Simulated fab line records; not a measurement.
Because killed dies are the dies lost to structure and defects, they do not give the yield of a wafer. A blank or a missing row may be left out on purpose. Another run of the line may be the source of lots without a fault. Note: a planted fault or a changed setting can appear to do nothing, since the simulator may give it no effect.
Which tool is to blame? | flow sky130 | Sampling: 11 lots, 33 wafers, 4 of 708 route steps

== WHAT THE GAUGES READ, wafer by wafer ==
SKY_VIA2_OVL_MEAS_13.
lot  | measured     | on         | VIA2_OVL (nm)
L565 | day 37 11:29 | overlay-02 | 5 5 5
L566 | day 38 00:25 | overlay-02 | 2 -1 -6
L567 | day 38 02:04 | overlay-02 | 3 -3 -6
L574 | day 40 12:34 | overlay-02 | 6 6 6
L576 | day 41 07:47 | overlay-01 | -1 -4 -1
L577 | day 41 10:46 | overlay-01 | 5 4 12
L578 | day 41 18:16 | overlay-02 | 5 7 6
L579 | day 41 23:01 | overlay-01 | 10 14 12
L583 | day 42 19:55 | overlay-02 | 7 8 11
L584 | day 42 23:43 | overlay-02 | 6 1 0
L585 | day 43 15:13 | overlay-02 | 12 8 17

SKY_VIA2_RS_MEAS_22: the measuring method here is four-point-probe.
lot  | measured     | on            | VIA2_W_RS (ohm/sq)
L565 | day 37 12:31 | film_metro-02 | 0.2728 0.2737 0.2752
L566 | day 38 01:23 | film_metro-03 | 0.2738 0.2762 0.2780
L567 | day 38 03:12 | film_metro-01 | 0.2744 0.2786 0.2789
L574 | day 40 13:31 | film_metro-02 | 0.2698 0.2727 0.2714
L576 | day 41 08:44 | film_metro-03 | 58.232 58.148 60.585
L577 | day 41 11:45 | film_metro-02 | 61.929 59.538 58.217
L578 | day 41 19:20 | film_metro-03 | 60.661 59.054 58.443
L579 | day 42 00:05 | film_metro-03 | 0.2762 0.2757 0.2736
L583 | day 42 21:02 | film_metro-03 | 0.2750 0.2734 0.2706
L584 | day 43 00:39 | film_metro-02 | 0.2712 0.2654 0.2701
L585 | day 43 16:10 | film_metro-03 | 0.2738 0.2733 0.2780

SKY_VIA2_THK_MEAS_23: measures by xrf.
lot  | measured     | on            | VIA2_W_THK (nm)
L565 | day 37 12:37 | film_metro-02 | 430 428 427
L566 | day 38 01:30 | film_metro-03 | 428 421 415
L567 | day 38 03:19 | film_metro-01 | 423 419 416
L574 | day 40 13:38 | film_metro-02 | 431 427 430
L576 | day 41 08:50 | film_metro-03 | - <0 -
L577 | day 41 11:51 | film_metro-02 | <0 <0 -
L578 | day 41 19:27 | film_metro-03 | - - <0
L579 | day 42 00:11 | film_metro-03 | 426 426 428
L583 | day 42 21:08 | film_metro-03 | 424 426 435
L584 | day 43 00:46 | film_metro-02 | 429 436 432
L585 | day 43 16:16 | film_metro-03 | 432 429 423

== WHAT TOOL EACH LOT RAN ON (gives the tool, then ch and the chambers of the sampled wafers, and finally the start) ==
lot  | SKY_VIA2_CVD_21
L565 | cvd_w-02 ch 0,1, day 37 12:23
L566 | cvd_w-02 ch 0,1, day 38 01:15
L567 | cvd_w-02 ch 0,1, day 38 03:04
L574 | cvd_w-01 ch 0,1, day 40 13:22
L576 | cvd_w-02 ch 0,1, day 41 08:37
L577 | cvd_w-01 ch 0,1, day 41 11:37
L578 | cvd_w-02 ch 1, day 41 19:06
L579 | cvd_w-02 ch 1, day 41 23:50
L583 | cvd_w-01 ch 0,1, day 42 20:53
L584 | cvd_w-01 ch 0,1, day 43 00:31
L585 | cvd_w-02 ch 0,1, day 43 16:02
- SKY_VIA2_CVD_21: deposits W, target thk 420 nm, time 126.4 s.

== WHAT THE TOOLS THEMSELVES READ (means of the sampled wafers that have a number; where no wafer has one, the mark that the record gives instead) ==
SKY_VIA2_CVD_21.
lot  | tool     | chamber_pressure_Torr (Torr) | heater_power_outer_w (W) | heater_power_w (W)
L565 | cvd_w-02 | 39.90                        | 627                      | 1038
L566 | cvd_w-02 | 40.05                        | 620                      | 1047
L567 | cvd_w-02 | 40.04                        | 581                      | 973
L574 | cvd_w-01 | 40.00                        | 525                      | 807
L576 | cvd_w-02 | -                            | -                        | -
L577 | cvd_w-01 | -                            | -                        | -
L578 | cvd_w-02 | -                            | -                        | -
L579 | cvd_w-02 | 40.02                        | 559                      | 947
L583 | cvd_w-01 | 39.91                        | 536                      | 839
L584 | cvd_w-01 | 39.98                        | 528                      | 799
L585 | cvd_w-02 | 40.05                        | 594                      | 1007

== THE ANSWER, worked out from the rows above alone ==
Rule: what is usual is taken from the lots themselves. Put in order of their means at a reading, lots are off if they are a third of the lots or fewer, leave a main group of 4 or more, and stand apart from it by a gap of 3 or more times the standard deviation of the main group's means; of several such gaps the widest counts. A main group is skipped when, at the precision printed for the reading in the tables above, its means are all equal. Also off: a lot with no number at a reading for which 4 or more lots have one. Any other lot the step has rows for is counted as sound. First the gauges in route order, then the tools' own readings, where a lot's mean is used as printed above. At the first step where some lot is off, the reading lying furthest off is the one used; lots without a number count as furthest.
Off: L576, L577, L578, seen at SKY_VIA2_RS_MEAS_22 (VIA2_W_RS). The main group has a mean of 0.2738 ohm/sq with a standard deviation of 0.0025.
If a tool, at a process step before that reading, ran all the lots that are off and no sound lot after the first of them, it fits. Not tried: the gauges at SKY_VIA2_RS_MEAS_22; whatever is off there is also off at SKY_VIA2_CVD_21, on other tools, and gauge error can't account for it. Not one of the candidates tried fits.

== WHAT THE SIMULATOR HAD INSERTED ==
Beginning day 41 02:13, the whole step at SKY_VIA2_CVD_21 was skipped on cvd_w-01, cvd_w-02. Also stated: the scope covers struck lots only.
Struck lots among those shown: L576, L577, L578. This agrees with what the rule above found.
